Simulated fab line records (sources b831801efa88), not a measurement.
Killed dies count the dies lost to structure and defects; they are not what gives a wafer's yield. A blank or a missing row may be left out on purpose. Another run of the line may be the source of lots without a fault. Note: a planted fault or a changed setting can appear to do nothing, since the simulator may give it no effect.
Problem report in the 8D (eight disciplines) form, filled by code | flow gf180mcu | the parts of the form that need people (team, actions taken, sign-off) are left out

== 1. PROBLEM STATEMENT ==
Across 2 wafers from 2 lots, V3_CVD_02_THK at GF_V3_THK_MEAS_03 averages 440 nm, while fault-free wafers read 847 nm with a standard deviation of 12. That is -34 standard deviations from the usual mean.
First observed at day 23 21:40: wafer L484.6, on film-metro-01. The record holds 41 wafers of 14 lots with a number at this step. Rule for "out" (also "out of limits"): further than 4 standard deviations from the usual mean. All remaining wafers that have a number are taken as sound.

== 2. WHAT IT IS, WHAT IT ISN'T ==
question                    | is                           | is not
which readings at this step | V3_CVD_02_THK                | -
which lots                  | L484, L485                   | L477, L478, L479, L483, L489, L493, L494, L495, L496, L497, L499, L500
which wafers of those lots  | L484.6, L485.6               | L484.3, L484.4, L485.4
read on which gauges        | film-metro-01, film-metro-03 | film-metro-04
when                        | from day 23 21:40            | up to then (14 sound wafers); but 25 sound wafers of L485, L489, L493, L494, L495, L496, L497, L499, L500 came after

== 3. WHAT RULES OUT EACH SUSPECT ==
Counting: if a tool at a process step up to the reading ran every lot that is out, it stays a suspect. Sound lots after the first of them don't rule it out here, since some wafers of a struck lot are sound.
- the gauge at GF_V3_THK_MEAS_03 is ruled out. 2 gauges (film-metro-01, film-metro-03) read the wafers that are out.
- pecvd-04 at GF_V3_CVD_02 (deposits SiO2 from TEOS, target thk 850 nm, time 94.851 s): kept. Ran every lot that is out, first one L484 (day 23 21:35); last sound lot up to then L479 (day 22 03:16). Out on those wafers are its own readings of run-length-s.
Left after counting: pecvd-04 at GF_V3_CVD_02.

== 4. THE CAUSE (what the simulator had put in) ==
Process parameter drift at GF_V3_CVD_02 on pecvd-04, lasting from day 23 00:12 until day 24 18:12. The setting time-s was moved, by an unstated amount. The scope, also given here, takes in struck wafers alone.
After counting, this tool was the only one left.

== 5. SEQUENCE OF EFFECTS, ordered by route ==
Each row: a reading where the mean over the struck wafers with a number is more than 3 standard deviations away from the usual. Only readings for which the record gives a usual standard deviation are gone through. hours: the time from each lot's start at the first step in this table that gives one to its start at this step, as a median over the lots. sigmas: the change in usual standard deviations.
hours | step              | reading            | usual      | on struck wafers | change | sigmas
0     | GF_V3_CVD_02      | run-length-s       | 122.8 s    | 78.4             | -44.4  | -84
0     | GF_V3_THK_MEAS_03 | V3_CVD_02_THK      | 847 nm     | 440              | -406   | -34
0     | GF_V3_CMP_04      | time-to-endpoint-s | 78 s       | 30               | -48    | -6.2
-     | GF_V3_ETCH_17     | oes-product-au     | 0.856 a.u. | 0.702            | -0.154 | -38
The process steps in it:
- GF_V3_CVD_02: deposits SiO2 from TEOS, target thk 850 nm, time 94.851 s.
- GF_V3_CMP_04: polishes SiO2.
- GF_V3_ETCH_17: etches SiO2 in C4F8/O2/Ar, stops on TiN, target depth 635 nm.

== 6. WHAT WOULD HAVE CAUGHT IT SOONER ==
21 hours passed between the start of the fault at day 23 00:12 and the first reading out of limits at a measuring or inspecting step in this record, taken at day 23 21:40.
The tool's own readings at GF_V3_CVD_02 were out on every struck wafer that the step has a row for (run-length-s): an alarm limit on them would have fired on the first of those.
Among the 2 lots that are out, L485 began GF_V3_CVD_02 on pecvd-04 after day 23 21:40. Holding the tool at that time would have saved it.
